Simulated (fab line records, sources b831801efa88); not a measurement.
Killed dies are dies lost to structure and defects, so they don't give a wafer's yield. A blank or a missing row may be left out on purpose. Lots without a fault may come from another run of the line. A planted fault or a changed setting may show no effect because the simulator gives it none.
fab line records | flow gf180mcu
record lots=5 wafers=15 last_day=34
route steps=602 shown MVPSD@86 VT_IMPLANT@90
lots that met no fault: from a run of the same line without faults
start_h: hours from the record's first day to the start of the lot's first wafer shown | wait_h: hours since the lot's step before | " the same as in the row above | L1.1+2: a row that stands for several wafers | - no value, or no start given | * or withheld: withheld | < > ~ a bound
route shown NAME@n: a module of which the file shows steps, and the number in the route of the first | usual: mean/standard deviation of fault-free wafers | same: alike in all rows | chamber/n: place in a boat | sites: the reading at each site | _std_site: their standard deviation | _edge_site: outer sites' mean less inner sites' | radius_mm: how far each site lies from the wafer's centre | mask NAME#n: copy n | behind: the tool/chamber that last shaped the wafer | hold: why the lot was held/for how many hours/how that ended | device: the transistor (n, p or np) that didn't switch | end of line: the same wafers' tests at the end of the route | a step without rows: its recipe alone | killed: dies lost to structure and defects at the first sort, not the wafer's yield | map: a wafer's dies, x killed, . not, _ none there
set.NAME: the setting as run; set.NAME@STEP: as run at that earlier step | model.NAME: the simulator's own value behind a step, which no gauge read
lots at some steps of the route; a table a step, a row a wafer
services: from which hour (start_h, from the record's first day; less than 0 if before it) a tool's chamber was out of use, for how many hours, and why
## steps
# step GF_MVPSD_IMPLANT_08
# recipe species=B energy_kev=170 dose_cm2=1.471e+13 tilt_deg=0
# columns lot.wafer tool chamber start_h wait_h
L079.3+4+6 implanter-02 0 126.20 0.1
L087.2+4+5 implanter-03 0 177.42 0.0
L093.1+2+6 implanter-01 0 211.35 0.0
L096.1+2+5 implanter-01 0 231.63 0.0
L097.3+4+6 implanter-01 0 234.18 0.1
# step GF_MVPSD_IMPLANT_09
# recipe species=B energy_kev=40 dose_cm2=5e+12 tilt_deg=0
# columns lot.wafer tool chamber start_h wait_h
L079.3+4+6 implanter-02 0 126.35 0.1
L087.2+4+5 implanter-03 0 177.57 0.1
L093.1+2+6 implanter-01 0 211.50 0.1
L096.1+2+5 implanter-01 0 231.78 0.1
L097.3+4+6 implanter-01 0 234.33 0.1
# step GF_MVPSD_STRIP_10
# recipe chemistry=O2/N2 power_w=1400 pressure_mtorr=1500 platen_temp_c=250 o2_flow_sccm=3000 n2_flow_sccm=300 overash_fraction=0.5
# usual drypump_motor_current_A=5.5/0.34 heater_power_w=316/29 o2_flow_sccm=3000/9.2 oes_product_au=0.722/0.0047 strip_time_to_endpoint_s=36.92/0.073
# columns lot.wafer tool chamber start_h wait_h drypump_motor_current_A heater_power_w o2_flow_sccm oes_product_au rf_hours_counter_h strip_time_to_endpoint_s
L079.3 plasma_asher-04 0 126.48 0.1 5.7 312 2997 0.725 - 36.95
L079.4 " 1 " " 5.3 265 3007 0.725 - 36.96
L079.6 " 1 " " 5.2 275 3004 0.725 - 36.98
L087.2 plasma_asher-04 0 177.70 0.1 5.7 317 3010 0.720 53 36.99
L087.4 " 1 " " 5.3 280 3001 0.724 - 36.88
L087.5 " 1 " " 5.2 277 2994 0.725 - 36.99
L093.1 plasma_asher-03 1 211.65 0.1 5.1 310 2992 0.715 41 36.94
L093.2 " 0 " " 5.2 339 2997 0.720 41 37.06
L093.6 " 0 " " 5.2 342 2990 0.723 - 37.04
L096.1 plasma_asher-04 1 231.93 0.1 5.3 283 2988 0.718 59 36.91
L096.2 " 0 " " 5.7 311 3014 0.731 59 36.86
L096.5 " 0 " " 5.7 309 3006 0.732 - 36.97
L097.3 plasma_asher-04 0 234.46 0.1 5.7 312 2983 0.713 - 36.92
L097.4 " 1 " " 5.3 274 2999 0.728 - 36.86
L097.6 " 0 " " 5.7 308 2997 0.721 - 36.86
# step GF_MVPSD_TW_MEAS_11
# usual MVPSD_TW=551/8.4
# columns lot.wafer tool chamber start_h wait_h MVPSD_TW
L079.3 film_metro-02 - 126.57 0.1 536
L079.4 " - " " 537
L079.6 " - " " 538
L087.2 film_metro-03 - 177.92 0.2 560
L087.4 " - " " 558
L087.5 " - " " 561
L093.1 film_metro-03 - 211.75 0.1 554
L093.2 " - " " 559
L093.6 " - " " 556
L096.1 film_metro-01 - 232.03 0.1 554
L096.2 " - " " 552
L096.5 " - " " 553
L097.3 film_metro-03 - 234.55 0.1 560
L097.4 " - " " 558
L097.6 " - " " 559
# step GF_VT_IMPLANT_DEHYDRATE_00
# recipe temp_c=200 time_s=60
# usual exhaust_pa=44.9/0.96 heater_power_total_W=160.37/0.12
# same time_s=60
# columns lot.wafer tool chamber start_h wait_h exhaust_pa heater_power_total_W
L079.3 litho_track-02 0 133.41 6.8 44.0 160.36
L079.4 " 0 " " 45.3 160.36
L079.6 " 0 " " 45.6 160.29
L087.2 litho_track-01 0 184.93 7.0 45.9 160.21
L087.4 " 0 " " 47.2 160.59
L087.5 " 0 " " 46.0 160.42
L093.1 litho_track-04 0 219.94 8.2 42.4 160.60
L093.2 " 0 " " 45.7 160.29
L093.6 " 0 " " 43.9 160.34
L096.1 litho_track-01 0 240.36 8.3 43.7 160.43
L096.2 " 0 " " 44.3 160.30
L096.5 " 0 " " 44.5 160.32
L097.3 litho_track-04 0 242.74 8.2 45.2 160.35
L097.4 " 0 " " 45.6 160.39
L097.6 " 0 " " 45.9 160.28
# step GF_VT_IMPLANT_HMDS_01
# recipe prime_time_s=60 prime_temp_c=120
# usual exhaust_pa=45.1/0.72
# columns lot.wafer tool chamber start_h wait_h exhaust_pa
L079.3 litho_track-02 0 133.56 0.1 45.3
L079.4 " 0 " " 45.9
L079.6 " 0 " " 44.6
L087.2 litho_track-01 0 185.08 0.1 44.3
L087.4 " 0 " " 45.1
L087.5 " 0 " " 44.2
L093.1 litho_track-04 0 220.09 0.1 45.1
L093.2 " 0 " " 45.7
L093.6 " 0 " " 43.9
L096.1 litho_track-01 0 240.51 0.1 45.4
L096.2 " 0 " " 46.5
L096.5 " 0 " " 43.2
L097.3 litho_track-04 0 242.89 0.1 46.1
L097.4 " 0 " " 45.2
L097.6 " 0 " " 44.8
# step GF_VT_IMPLANT_COAT_02
# recipe resist=NOVOLAK spin_rpm=3000 resist_thk_nm=1000
# usual exhaust_pa=45.1/0.93
# columns lot.wafer tool chamber start_h wait_h exhaust_pa
L079.3 litho_track-02 0 133.71 0.1 46.0
L079.4 " 0 " " 46.8
L079.6 " 0 " " 46.4
L087.2 litho_track-01 0 185.23 0.1 45.0
L087.4 " 0 " " 45.1
L087.5 " 0 " " 45.7
L093.1 litho_track-04 0 220.24 0.1 44.5
L093.2 " 0 " " 45.0
L093.6 " 0 " " 45.8
L096.1 litho_track-01 0 240.66 0.1 45.6
L096.2 " 0 " " 45.5
L096.5 " 0 " " 44.5
L097.3 litho_track-04 0 243.04 0.1 45.8
L097.4 " 0 " " 46.6
L097.6 " 0 " " 45.9
# step GF_VT_IMPLANT_SOFTBAKE_03
# recipe temp_c=90 time_s=60 resist=NOVOLAK
# usual exhaust_pa=45.0/0.85 heater_power_total_W=56.59/0.045
# same time_s=60
# columns lot.wafer tool chamber start_h wait_h exhaust_pa heater_power_total_W
L079.3 litho_track-02 0 133.86 0.1 44.2 56.50
L079.4 " 0 " " 44.7 56.57
L079.6 " 0 " " 44.7 56.53
L087.2 litho_track-01 0 185.38 0.1 45.8 56.59
L087.4 " 0 " " 44.9 56.56
L087.5 " 0 " " 45.4 56.51
L093.1 litho_track-04 0 220.39 0.1 46.1 56.59
L093.2 " 0 " " 46.2 56.62
L093.6 " 0 " " 45.5 56.55
L096.1 litho_track-01 0 240.81 0.1 44.2 56.53
L096.2 " 0 " " 43.8 56.59
L096.5 " 0 " " 45.4 56.59
L097.3 litho_track-04 0 243.19 0.1 45.3 56.58
L097.4 " 0 " " 45.7 56.65
L097.6 " 0 " " 45.6 56.62
# step GF_VT_IMPLANT_EXPOSE_04
# recipe mask_id=LVPWELL_LV_AREA target_cd_nm=600 na=0.6 source_shape=conventional sigma_outer=0.6 dose_mj=140
# columns lot.wafer tool chamber start_h wait_h mask
L079.3+4+6 iline_stepper-02 0 - - LVPWELL_LV_AREA#0
L087.2+4+5 iline_stepper-02 0 - - LVPWELL_LV_AREA#0
L093.1+2+6 iline_stepper-01 0 - - LVPWELL_LV_AREA#0
L096.1+2+5 iline_stepper-02 0 - - LVPWELL_LV_AREA#0
L097.3+4+6 iline_stepper-02 0 - - LVPWELL_LV_AREA#0
# step GF_VT_IMPLANT_PEB_05
# recipe temp_c=withheld time_s=* resist=NOVOLAK
# usual exhaust_pa=45.1/0.89
# same time_s=*
# columns lot.wafer tool chamber start_h wait_h exhaust_pa
L079.3 litho_track-04 0 - - 44.6
L079.4 " 0 " " 45.0
L079.6 " 0 " " 45.0
L087.2 litho_track-01 0 - - 45.8
L087.4 " 0 " " 45.5
L087.5 " 0 " " 44.6
L093.1 litho_track-01 0 - - 45.8
L093.2 " 0 " " 44.5
L093.6 " 0 " " 44.0
L096.1 litho_track-02 0 - - 46.1
L096.2 " 0 " " 46.3
L096.5 " 0 " " 46.2
L097.3 litho_track-01 0 - - 45.5
L097.4 " 0 " " 44.9
L097.6 " 0 " " 46.2
# step GF_VT_IMPLANT_DEVELOP_06
# recipe develop_time_s=60 dev_temp_c=23
# usual developer_temp_C=22.99/0.11 exhaust_pa=44.9/0.93
# columns lot.wafer tool chamber start_h wait_h developer_temp_C exhaust_pa
L079.3 litho_track-04 0 141.54 0.1 23.00 43.1
L079.4 " 0 " " 22.97 44.9
L079.6 " 0 " " 22.99 45.1
L087.2 litho_track-01 0 194.03 0.1 23.14 45.7
L087.4 " 0 " " 23.02 44.5
L087.5 " 0 " " 22.93 45.5
L093.1 litho_track-01 0 229.31 0.1 22.92 44.1
L093.2 " 0 " " 22.97 45.8
L093.6 " 0 " " 22.95 45.2
L096.1 litho_track-02 0 249.96 0.1 23.06 44.6
L096.2 " 0 " " 23.06 43.8
L096.5 " 0 " " 23.01 43.3
L097.3 litho_track-01 0 252.85 0.1 22.88 45.3
L097.4 " 0 " " 22.90 45.5
L097.6 " 0 " " 23.09 44.9
# step GF_VT_IMPLANT_OVL_MEAS_07
# usual VT_IMPLANT_OVL=-0.5/1.2
# columns lot.wafer tool chamber start_h wait_h VT_IMPLANT_OVL[nm]
L079.3 overlay-02 - 141.65 0.1 -1.7
L079.4 " - " " -1.5
L079.6 " - " " -3.2
L087.2 overlay-01 - 194.16 0.1 -1.5
L087.4 " - " " -3.4
L087.5 " - " " -2.2
L093.1 overlay-01 - 229.46 0.1 -1.3
L093.2 " - " " -0.3
L093.6 " - " " -0.6
L096.1 overlay-01 - 250.11 0.1 0.6
L096.2 " - " " 0.1
L096.5 " - " " -0.6
L097.3 overlay-02 - 252.97 0.1 -2.3
L097.4 " - " " -1.4
L097.6 " - " " -2.8
# step GF_VT_IMPLANT_IMPLANT_08
# recipe species=BF2 energy_kev=20 dose_cm2=8.29e+12 tilt_deg=7
# columns lot.wafer tool chamber start_h wait_h
L079.3+4+6 implanter-03 0 141.73 0.1
L087.2+4+5 implanter-01 0 194.22 0.0
L093.1+2+6 implanter-04 0 229.49 0.0
L096.1+2+5 implanter-03 0 250.15 0.0
L097.3+4+6 implanter-01 0 253.04 0.1
# step GF_VT_IMPLANT_STRIP_09
# recipe chemistry=O2/N2 power_w=1400 pressure_mtorr=1500 platen_temp_c=250 o2_flow_sccm=3000 n2_flow_sccm=300 overash_fraction=0.5
# usual drypump_motor_current_A=5.59/0.23 heater_power_w=320/35 o2_flow_sccm=3000/8.9 oes_product_au=0.716/0.0046 strip_time_to_endpoint_s=12.63/0.04
# columns lot.wafer tool chamber start_h wait_h drypump_motor_current_A heater_power_w o2_flow_sccm oes_product_au rf_hours_counter_h strip_time_to_endpoint_s
L079.3 plasma_asher-01 0 141.86 0.1 5.66 301 3022 0.717 - 12.57
L079.4 " 1 " " 5.49 373 2985 0.720 - 12.62
L079.6 " 0 " " 5.62 294 3007 0.710 - 12.59
L087.2 plasma_asher-04 1 194.34 0.1 5.26 280 2998 0.720 55 12.65
L087.4 " 1 " " 5.26 279 2996 0.721 - 12.66
L087.5 " 0 " " 5.69 309 3006 0.721 - 12.66
L093.1 plasma_asher-04 0 229.64 0.1 5.68 316 2996 0.713 59 12.64
L093.2 " 1 " " 5.26 282 3007 0.706 59 12.58
L093.6 " 0 " " 5.68 313 2988 0.716 - 12.60
L096.1 plasma_asher-04 0 250.30 0.1 5.69 304 2989 0.718 61 12.68
L096.2 " 1 " " 5.31 276 2987 0.721 61 12.64
L096.5 " 1 " " 5.27 274 3000 0.721 - 12.65
L097.3 plasma_asher-04 0 253.17 0.1 5.65 313 2995 0.719 - 12.65
L097.4 " 1 " " 5.24 274 2996 0.716 - 12.65
L097.6 " 1 " " 5.25 275 2984 0.721 - 12.61
# step GF_VT_IMPLANT_TW_MEAS_10
# usual VT_IMPLANT_TW=560/9.7
# columns lot.wafer tool chamber start_h wait_h VT_IMPLANT_TW
L079.3 film_metro-02 - 141.95 0.1 554
L079.4 " - " " 552
L079.6 " - " " 556
L087.2 film_metro-02 - 194.45 0.1 554
L087.4 " - " " 555
L087.5 " - " " 554
L093.1 film_metro-02 - 229.74 0.1 551
L093.2 " - " " 550
L093.6 " - " " 550
L096.1 film_metro-02 - 250.40 0.1 547
L096.2 " - " " 549
L096.5 " - " " 549
L097.3 film_metro-02 - 253.26 0.1 550
L097.4 " - " " 547
L097.6 " - " " 546
# step GF_VT_IMPLANT_DEHYDRATE_11
# recipe temp_c=200 time_s=60
# usual exhaust_pa=45.2/0.86 heater_power_total_W=160.37/0.12
# same time_s=60
# columns lot.wafer tool chamber start_h wait_h exhaust_pa heater_power_total_W
L079.3 litho_track-02 0 148.86 6.9 45.6 160.50
L079.4 " 0 " " 44.7 160.36
L079.6 " 0 " " 45.8 160.38
L087.2 litho_track-01 0 202.03 7.6 45.2 160.41
L087.4 " 0 " " 46.2 160.39
L087.5 " 0 " " 45.9 160.33
L093.1 litho_track-01 0 238.26 8.5 45.5 160.54
L093.2 " 0 " " 45.9 160.44
L093.6 " 0 " " 46.2 160.44
L096.1 litho_track-01 0 259.30 8.9 47.1 160.15
L096.2 " 0 " " 46.7 160.36
L096.5 " 0 " " 46.5 160.35
L097.3 litho_track-04 0 262.09 8.8 44.9 160.35
L097.4 " 0 " " 44.6 160.26
L097.6 " 0 " " 44.8 160.50
# step GF_VT_IMPLANT_HMDS_12
# recipe prime_time_s=60 prime_temp_c=120
# usual exhaust_pa=45.1/0.85
# columns lot.wafer tool chamber start_h wait_h exhaust_pa
L079.3 litho_track-02 0 149.01 0.1 46.4
L079.4 " 0 " " 45.6
L079.6 " 0 " " 45.9
L087.2 litho_track-01 0 202.18 0.1 45.5
L087.4 " 0 " " 45.0
L087.5 " 0 " " 46.1
L093.1 litho_track-01 0 238.41 0.1 43.1
L093.2 " 0 " " 44.4
L093.6 " 0 " " 43.6
L096.1 litho_track-01 0 259.45 0.1 46.4
L096.2 " 0 " " 45.4
L096.5 " 0 " " 45.8
L097.3 litho_track-04 0 262.24 0.1 45.1
L097.4 " 0 " " 44.8
L097.6 " 0 " " 46.7
# step GF_VT_IMPLANT_COAT_13
# recipe resist=NOVOLAK spin_rpm=3000 resist_thk_nm=1000
# usual exhaust_pa=44.9/0.94
# columns lot.wafer tool chamber start_h wait_h exhaust_pa
L079.3 litho_track-02 0 149.16 0.1 44.1
L079.4 " 0 " " 44.2
L079.6 " 0 " " 44.3
L087.2 litho_track-01 0 202.33 0.1 45.8
L087.4 " 0 " " 45.5
L087.5 " 0 " " 43.7
L093.1 litho_track-01 0 238.56 0.1 44.6
L093.2 " 0 " " 44.8
L093.6 " 0 " " 44.6
L096.1 litho_track-01 0 259.60 0.1 45.0
L096.2 " 0 " " 44.6
L096.5 " 0 " " 45.7
L097.3 litho_track-04 0 262.39 0.1 45.3
L097.4 " 0 " " 45.5
L097.6 " 0 " " 44.7
# step GF_VT_IMPLANT_SOFTBAKE_14
# recipe temp_c=90 time_s=60 resist=NOVOLAK
# usual exhaust_pa=45.0/0.95 heater_power_total_W=56.59/0.043
# same time_s=60
# columns lot.wafer tool chamber start_h wait_h exhaust_pa heater_power_total_W
L079.3 litho_track-02 0 149.31 0.1 46.8 56.60
L079.4 " 0 " " 44.0 56.65
L079.6 " 0 " " 44.3 56.60
L087.2 litho_track-01 0 202.48 0.1 45.1 56.56
L087.4 " 0 " " 46.2 56.56
L087.5 " 0 " " 45.5 56.59
L093.1 litho_track-01 0 238.71 0.1 45.3 56.60
L093.2 " 0 " " 43.1 56.57
L093.6 " 0 " " 43.3 56.54
L096.1 litho_track-01 0 259.75 0.1 43.7 56.63
L096.2 " 0 " " 45.9 56.53
L096.5 " 0 " " 44.5 56.62
L097.3 litho_track-04 0 262.54 0.1 45.2 56.61
L097.4 " 0 " " 44.6 56.63
L097.6 " 0 " " 46.6 56.61
# step GF_VT_IMPLANT_EXPOSE_15
# recipe mask_id=Nwell_LV_AREA target_cd_nm=860 na=0.6 source_shape=conventional sigma_outer=0.6 dose_mj=140
# columns lot.wafer tool chamber start_h wait_h mask
L079.3+4+6 iline_stepper-01 0 - - Nwell_LV_AREA#0
L087.2+4+5 iline_stepper-01 0 - - Nwell_LV_AREA#0
L093.1+2+6 iline_stepper-01 0 - - Nwell_LV_AREA#0
L096.1+2+5 iline_stepper-01 0 - - Nwell_LV_AREA#0
L097.3+4+6 iline_stepper-02 0 - - Nwell_LV_AREA#0
# step GF_VT_IMPLANT_PEB_16
# recipe temp_c=withheld time_s=* resist=NOVOLAK
# usual exhaust_pa=44.8/0.88
# same time_s=*
# columns lot.wafer tool chamber start_h wait_h exhaust_pa
L079.3 litho_track-01 0 - - 45.2
L079.4 " 0 " " 45.1
L079.6 " 0 " " 44.3
L087.2 litho_track-04 0 - - 44.2
L087.4 " 0 " " 43.6
L087.5 " 0 " " 43.8
L093.1 litho_track-02 0 - - 45.4
L093.2 " 0 " " 46.4
L093.6 " 0 " " 46.5
L096.1 litho_track-02 0 - - 43.2
L096.2 " 0 " " 44.6
L096.5 " 0 " " 43.9
L097.3 litho_track-02 0 - - 45.0
L097.4 " 0 " " 43.9
L097.6 " 0 " " 43.9
# step GF_VT_IMPLANT_DEVELOP_17
# recipe develop_time_s=60 dev_temp_c=23
# usual developer_temp_C=22.99/0.1 exhaust_pa=45.1/0.85
# columns lot.wafer tool chamber start_h wait_h developer_temp_C exhaust_pa
L079.3 litho_track-01 0 157.51 0.1 22.97 44.4
L079.4 " 0 " " 23.05 45.4
L079.6 " 0 " " 22.99 46.0
L087.2 litho_track-04 0 211.56 0.1 22.95 44.9
L087.4 " 0 " " 22.83 46.2
L087.5 " 0 " " 23.11 46.4
L093.1 litho_track-02 0 248.06 0.1 22.95 44.5
L093.2 " 0 " " 22.94 45.4
L093.6 " 0 " " 22.85 46.4
L096.1 litho_track-02 0 268.91 0.1 22.96 45.3
L096.2 " 0 " " 23.02 45.1
L096.5 " 0 " " 23.11 45.1
L097.3 litho_track-02 0 272.26 0.1 22.98 44.6
L097.4 " 0 " " 22.94 43.7
L097.6 " 0 " " 23.09 44.8
# step GF_VT_IMPLANT_OVL_MEAS_18
# usual VT_IMPLANT_01_OVL=-0.3/1.2
# columns lot.wafer tool chamber start_h wait_h VT_IMPLANT_01_OVL[nm]
L079.3 overlay-02 - 157.62 0.1 2.0
L079.4 " - " " -0.5
L079.6 " - " " -2.0
L087.2 overlay-02 - 211.70 0.1 -2.6
L087.4 " - " " -0.4
L087.5 " - " " 0.4
L093.1 overlay-02 - 248.21 0.1 0.0
L093.2 " - " " -1.5
L093.6 " - " " 1.5
L096.1 overlay-02 - 269.06 0.1 -0.6
L096.2 " - " " 0.9
L096.5 " - " " 0.7
L097.3 overlay-01 - 272.37 0.1 1.4
L097.4 " - " " -0.6
L097.6 " - " " -1.2
# step GF_VT_IMPLANT_IMPLANT_19
# recipe species=As energy_kev=100 dose_cm2=4.35e+12 tilt_deg=7
# columns lot.wafer tool chamber start_h wait_h
L079.3+4+6 implanter-01 0 157.69 0.1
L087.2+4+5 implanter-04 0 211.75 0.0
L093.1+2+6 implanter-04 0 248.25 0.0
L096.1+2+5 implanter-01 0 269.10 0.0
L097.3+4+6 implanter-01 0 272.45 0.1
# step GF_VT_IMPLANT_STRIP_20
# recipe chemistry=O2/N2 power_w=1400 pressure_mtorr=1500 platen_temp_c=250 o2_flow_sccm=3000 n2_flow_sccm=300 overash_fraction=0.5
# usual drypump_motor_current_A=5.73/0.25 heater_power_w=331/34 o2_flow_sccm=3000/8.9 oes_product_au=0.716/0.0045 strip_time_to_endpoint_s=12.60/0.036
# columns lot.wafer tool chamber start_h wait_h drypump_motor_current_A heater_power_w o2_flow_sccm oes_product_au rf_hours_counter_h strip_time_to_endpoint_s
L079.3 plasma_asher-01 0 157.83 0.1 5.64 298 3000 0.710 - 12.54
L079.4 " 1 " " 5.50 373 3009 0.720 - 12.58
L079.6 " 0 " " 5.65 300 3011 0.713 - 12.59
L087.2 plasma_asher-01 1 211.88 0.1 5.49 373 3011 0.706 55 12.67
L087.4 " 1 " " 5.48 370 2994 0.709 - 12.64
L087.5 " 0 " " 5.63 298 3007 0.714 - 12.59
L093.1 plasma_asher-01 1 248.40 0.1 5.48 367 2990 0.717 59 12.62
L093.2 " 0 " " 5.66 291 2989 0.719 59 12.64
L093.6 " 1 " " 5.47 369 2978 0.712 - 12.57
L096.1 plasma_asher-02 1 269.25 0.1 6.04 367 3003 0.717 16 12.62
L096.2 " 0 " " 5.94 326 3006 0.716 16 12.62
L096.5 " 1 " " 6.02 370 3005 0.715 - 12.56
L097.3 plasma_asher-01 0 272.58 0.1 5.64 294 2997 0.721 - 12.57
L097.4 " 1 " " 5.48 372 3006 0.712 - 12.55
L097.6 " 1 " " 5.47 369 2990 0.717 - 12.56
# step GF_VT_IMPLANT_TW_MEAS_21
# usual VT_IMPLANT_2_TW=1214/19
# columns lot.wafer tool chamber start_h wait_h VT_IMPLANT_2_TW
L079.3 film_metro-02 - 157.91 0.1 1189
L079.4 " - " " 1183
L079.6 " - " " 1189
L087.2 film_metro-02 - 211.99 0.1 1195
L087.4 " - " " 1191
L087.5 " - " " 1195
L093.1 film_metro-02 - 248.50 0.1 1185
L093.2 " - " " 1182
L093.6 " - " " 1185
L096.1 film_metro-03 - 269.35 0.1 1240
L096.2 " - " " 1244
L096.5 " - " " 1240
L097.3 film_metro-04 - 272.67 0.1 1220
L097.4 " - " " 1224
L097.6 " - " " 1222
# step GF_VT_IMPLANT_DEHYDRATE_22
# recipe temp_c=200 time_s=60
# usual exhaust_pa=44.8/0.83 heater_power_total_W=160.39/0.12
# same time_s=60
# columns lot.wafer tool chamber start_h wait_h exhaust_pa heater_power_total_W
L079.3 litho_track-04 0 164.89 7.0 44.3 160.56
L079.4 " 0 " " 43.6 160.23
L079.6 " 0 " " 44.4 160.40
L087.2 litho_track-01 0 220.08 8.1 44.4 160.37
L087.4 " 0 " " 46.0 160.16
L087.5 " 0 " " 46.7 160.17
L093.1 litho_track-04 0 257.04 8.5 46.3 160.43
L093.2 " 0 " " 44.5 160.37
L093.6 " 0 " " 45.6 160.35
L096.1 litho_track-04 0 278.59 9.2 45.9 160.34
L096.2 " 0 " " 46.0 160.23
L096.5 " 0 " " 44.4 160.41
L097.3 litho_track-01 0 281.70 9.0 44.8 160.42
L097.4 " 0 " " 43.6 160.53
L097.6 " 0 " " 44.5 160.37
# step GF_VT_IMPLANT_HMDS_23
# recipe prime_time_s=60 prime_temp_c=120
# usual exhaust_pa=44.7/0.86
# columns lot.wafer tool chamber start_h wait_h exhaust_pa
L079.3 litho_track-04 0 165.04 0.1 46.0
L079.4 " 0 " " 45.0
L079.6 " 0 " " 43.6
L087.2 litho_track-01 0 220.23 0.1 44.7
L087.4 " 0 " " 43.8
L087.5 " 0 " " 44.3
L093.1 litho_track-04 0 257.19 0.1 45.0
L093.2 " 0 " " 44.8
L093.6 " 0 " " 45.1
L096.1 litho_track-04 0 278.74 0.1 44.3
L096.2 " 0 " " 46.1
L096.5 " 0 " " 45.5
L097.3 litho_track-01 0 281.85 0.1 43.7
L097.4 " 0 " " 44.1
L097.6 " 0 " " 43.7
# step GF_VT_IMPLANT_COAT_24
# recipe resist=NOVOLAK spin_rpm=3000 resist_thk_nm=1000
# usual exhaust_pa=45.1/0.84
# columns lot.wafer tool chamber start_h wait_h exhaust_pa
L079.3 litho_track-04 0 165.19 0.1 45.0
L079.4 " 0 " " 45.6
L079.6 " 0 " " 46.0
L087.2 litho_track-01 0 220.38 0.1 44.0
L087.4 " 0 " " 44.2
L087.5 " 0 " " 44.4
L093.1 litho_track-04 0 257.34 0.1 44.5
L093.2 " 0 " " 45.8
L093.6 " 0 " " 45.4
L096.1 litho_track-04 0 278.89 0.1 45.8
L096.2 " 0 " " 45.2
L096.5 " 0 " " 45.2
L097.3 litho_track-01 0 282.00 0.1 45.7
L097.4 " 0 " " 46.0
L097.6 " 0 " " 47.0
# step GF_VT_IMPLANT_SOFTBAKE_25
# recipe temp_c=90 time_s=60 resist=NOVOLAK
# usual exhaust_pa=44.9/0.93 heater_power_total_W=56.60/0.045
# same time_s=60
# columns lot.wafer tool chamber start_h wait_h exhaust_pa heater_power_total_W
L079.3 litho_track-04 0 165.34 0.1 43.8 56.62
L079.4 " 0 " " 44.4 56.62
L079.6 " 0 " " 44.8 56.65
L087.2 litho_track-01 0 220.53 0.1 43.1 56.59
L087.4 " 0 " " 43.1 56.51
L087.5 " 0 " " 44.3 56.61
L093.1 litho_track-04 0 257.49 0.1 45.1 56.59
L093.2 " 0 " " 42.9 56.48
L093.6 " 0 " " 44.7 56.62
L096.1 litho_track-04 0 279.04 0.1 45.4 56.61
L096.2 " 0 " " 43.9 56.60
L096.5 " 0 " " 44.8 56.63
L097.3 litho_track-01 0 282.15 0.1 46.6 56.56
L097.4 " 0 " " 45.8 56.57
L097.6 " 0 " " 45.9 56.51
# step GF_VT_IMPLANT_EXPOSE_26
# recipe mask_id=LVPWELL_HV_AREA target_cd_nm=860 na=0.6 source_shape=conventional sigma_outer=0.6 dose_mj=140
# columns lot.wafer tool chamber start_h wait_h mask
L079.3+4+6 iline_stepper-01 0 - - LVPWELL_HV_AREA#0
L087.2+4+5 iline_stepper-02 0 - - LVPWELL_HV_AREA#0
L093.1+2+6 iline_stepper-01 0 - - LVPWELL_HV_AREA#0
L096.1+2+5 iline_stepper-02 0 - - LVPWELL_HV_AREA#0
L097.3+4+6 iline_stepper-01 0 - - LVPWELL_HV_AREA#0
# step GF_VT_IMPLANT_PEB_27
# recipe temp_c=withheld time_s=* resist=NOVOLAK
# usual exhaust_pa=45.1/0.85
# same time_s=*
# columns lot.wafer tool chamber start_h wait_h exhaust_pa
L079.3 litho_track-02 0 - - 44.1
L079.4 " 0 " " 44.7
L079.6 " 0 " " 45.2
L087.2 litho_track-01 0 - - 45.6
L087.4 " 0 " " 46.2
L087.5 " 0 " " 46.6
L093.1 litho_track-04 0 - - 45.2
L093.2 " 0 " " 43.6
L093.6 " 0 " " 45.6
L096.1 litho_track-04 0 - - 46.2
L096.2 " 0 " " 45.1
L096.5 " 0 " " 44.7
L097.3 litho_track-02 0 - - 46.3
L097.4 " 0 " " 45.2
L097.6 " 0 " " 44.9
# step GF_VT_IMPLANT_DEVELOP_28
# recipe develop_time_s=60 dev_temp_c=23
# usual developer_temp_C=23.01/0.092 exhaust_pa=45.0/0.93
# columns lot.wafer tool chamber start_h wait_h developer_temp_C exhaust_pa
L079.3 litho_track-02 0 173.66 0.1 23.11 46.3
L079.4 " 0 " " 23.06 46.3
L079.6 " 0 " " 22.94 45.7
L087.2 litho_track-01 0 229.63 0.1 22.95 44.8
L087.4 " 0 " " 22.83 45.1
L087.5 " 0 " " 22.87 44.9
L093.1 litho_track-04 0 266.99 0.1 22.92 45.7
L093.2 " 0 " " 23.00 45.1
L093.6 " 0 " " 22.90 44.5
L096.1 litho_track-04 0 288.99 0.1 23.06 44.5
L096.2 " 0 " " 22.94 44.5
L096.5 " 0 " " 22.96 43.1
L097.3 litho_track-02 0 291.91 0.1 23.24 46.7
L097.4 " 0 " " 23.12 47.1
L097.6 " 0 " " 23.12 46.2
# step GF_VT_IMPLANT_OVL_MEAS_29
# usual VT_IMPLANT_02_OVL=-0.6/1.2
# columns lot.wafer tool chamber start_h wait_h VT_IMPLANT_02_OVL[nm]
L079.3 overlay-02 - 173.77 0.1 0.2
L079.4 " - " " 0.6
L079.6 " - " " 0.2
L087.2 overlay-02 - 229.76 0.1 1.1
L087.4 " - " " -0.8
L087.5 " - " " -2.0
L093.1 overlay-02 - 267.14 0.1 -1.3
L093.2 " - " " -2.2
L093.6 " - " " -3.2
L096.1 overlay-01 - 289.14 0.1 0.2
L096.2 " - " " -0.6
L096.5 " - " " -0.9
L097.3 overlay-01 - 292.02 0.1 -1.7
L097.4 " - " " 0.3
L097.6 " - " " 1.0
# step GF_VT_IMPLANT_IMPLANT_30
# recipe species=B energy_kev=25 dose_cm2=2.664e+12 tilt_deg=7
# columns lot.wafer tool chamber start_h wait_h
L079.3+4+6 implanter-01 0 173.85 0.1
L087.2+4+5 implanter-01 0 229.82 0.0
L093.1+2+6 implanter-04 0 267.17 0.0
L096.1+2+5 implanter-04 0 289.17 0.0
L097.3+4+6 implanter-01 0 292.10 0.1
## services
# columns tool chamber start_h hours kind
implanter-04 - 102.38 13.0 repair
implanter-02 - 103.54 0.9 repair
plasma_asher-02 - 108.78 9.0 pm
plasma_asher-02 0 108.78 9.0 vent_cycle
plasma_asher-02 1 108.78 9.0 vent_cycle
iline_stepper-01 0 111.33 - calibration
plasma_asher-02 0 117.78 - clean
plasma_asher-02 1 117.78 - clean
implanter-04 - 141.45 3.5 repair
plasma_asher-03 - 158.61 0.8 repair
implanter-03 - 160.76 2.1 repair
implanter-04 - 182.70 4.3 pm
implanter-02 - 186.13 2.3 repair
iline_stepper-02 - 201.12 1.7 pm
implanter-01 - 212.99 0.7 repair
implanter-03 - 251.35 3.9 pm
iline_stepper-01 - 270.40 1.7 pm
implanter-02 - 271.71 4.8 pm
## key
fault none
